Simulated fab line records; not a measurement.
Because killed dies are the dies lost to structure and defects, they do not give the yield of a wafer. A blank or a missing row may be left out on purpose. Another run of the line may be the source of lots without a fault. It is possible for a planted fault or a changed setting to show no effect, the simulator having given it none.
Split-lot experiment | flow sky130 | route with 708 steps; 5 lots, 23 wafers read

== ABOUT THE SPLIT ==
At SKY_LDD_N_IMPLANT_09, the setting energy-kev was moved away from the recipe's 20 on 8 of the 23 wafers read, by -5.9% to -1.6%. For the rest of the wafers, this setting stayed at what the recipe calls for.

The reading is taken at the split's own step.

== THE READING ==
implant.drp-nm (the simulator's own value, which no gauge read), in nm, at SKY_LDD_N_IMPLANT_09. The file does not state a usual value for it.

wafer  | tool, chamber at the split | energy-kev as run | against the recipe | implant.drp-nm, nm | against lot-mates on the recipe
L074.1 | implanter-02, 0            | 20                | recipe             | 7.212              | -
L074.2 | implanter-02, 0            | 20                | recipe             | 7.212              | -
L074.3 | implanter-02, 0            | 20                | recipe             | 7.212              | -
L074.4 | implanter-02, 0            | 19.15             | -4.3%              | 6.998              | -0.214
L074.5 | implanter-02, 0            | 19.15             | -4.3%              | 6.998              | -0.214
L076.1 | implanter-01, 0            | 19.68             | -1.6%              | 7.131              | -0.081
L076.5 | implanter-01, 0            | 19.68             | -1.6%              | 7.131              | -0.081
L076.6 | implanter-01, 0            | 19.68             | -1.6%              | 7.131              | -0.081
L076.2 | implanter-01, 0            | 20                | recipe             | 7.212              | -
L076.3 | implanter-01, 0            | 20                | recipe             | 7.212              | -
L079.1 | implanter-01, 0            | 20                | recipe             | 7.212              | -
L079.3 | implanter-01, 0            | 20                | recipe             | 7.212              | -
L079.5 | implanter-01, 0            | 20                | recipe             | 7.212              | -
L082.1 | implanter-02, 0            | 20                | recipe             | 7.212              | -
L082.2 | implanter-02, 0            | 20                | recipe             | 7.212              | -
L082.4 | implanter-02, 0            | 20                | recipe             | 7.212              | -
L082.5 | implanter-02, 0            | 20                | recipe             | 7.212              | -
L082.6 | implanter-02, 0            | 20                | recipe             | 7.212              | -
L084.1 | implanter-02, 0            | 20                | recipe             | 7.212              | -
L084.4 | implanter-02, 0            | 20                | recipe             | 7.212              | -
L084.2 | implanter-02, 0            | 18.82             | -5.9%              | 6.915              | -0.297
L084.5 | implanter-02, 0            | 18.82             | -5.9%              | 6.915              | -0.297
L084.6 | implanter-02, 0            | 18.82             | -5.9%              | 6.915              | -0.297

THE FIT
A straight line over all 23 wafers: implant.drp-nm changes by +0.0503 nm for each +1% of energy-kev; r = +1.00; the points scatter about the line by 0.00016 nm.
The same after taking each lot's own level away (the mean of its wafers on the recipe; 23 wafers): +0.0503 nm for each +1%; r = +1.00; scatter 0.00016 nm.
According to that fit, moving energy-kev by its largest amount changes the reading by 0.3 nm.
The lots' own levels span 7.2120 to 7.2120 nm.
The two slopes agree, so the slope changes little with the lot-to-lot level.
Check: for one of the wafers moved furthest among these (-5.9%), held out of the fit, the line's prediction against its lot-mates is -0.297 nm. It came out at -0.297 nm against them.

== FURTHER SPLITS ON THESE WAFERS ==
Note: prior to the reading, these wafers also went through further splits. Each is held against what the fit with the lots' levels taken away leaves over:
other split on the same wafers       | wafers away from the commonest value | r with implant.drp-nm (lot level and that fit taken away)
SKY_VT_ADJUST_PCH_COAT_02 spin-rpm   | 5                                    | -0.08
SKY_VT_ADJUST_PCH_STRIP_09 power-w   | 5                                    | +0.01
SKY_SONOS_ONO_OXIDATION_00 ox-time-s | 15                                   | -0.63
SKY_GATE_OXIDE_COAT_05 resist-thk-nm | 5                                    | -0.14
SKY_GATE_OXIDE_IMPLANT_11 energy-kev | 7                                    | +0.22
SKY_POLY_GATE_IMPLANT_02 energy-kev  | 9                                    | -0.37
SKY_POLY_GATE_DEVELOP_12 dev-temp-c  | 11                                   | -0.03

== THE WHOLE CHAIN: every reading that the file lists as answering this split, in the file's order ==
step                 | what it does | reading                                                         | change (the file's fit)                | r (the file's)
SKY_LDD_N_IMPLANT_09 |              | implant.rp-nm (the simulator's own value, which no gauge read)  | +0.114 nm for each +1% of the setting  | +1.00
SKY_LDD_N_IMPLANT_09 |              | implant.drp-nm (the simulator's own value, which no gauge read) | +0.0502 nm for each +1% of the setting | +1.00

== FILE'S OWN FIT ==
implant.drp-nm changes by +0.0502 nm for each +1% of energy-kev, r = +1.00.
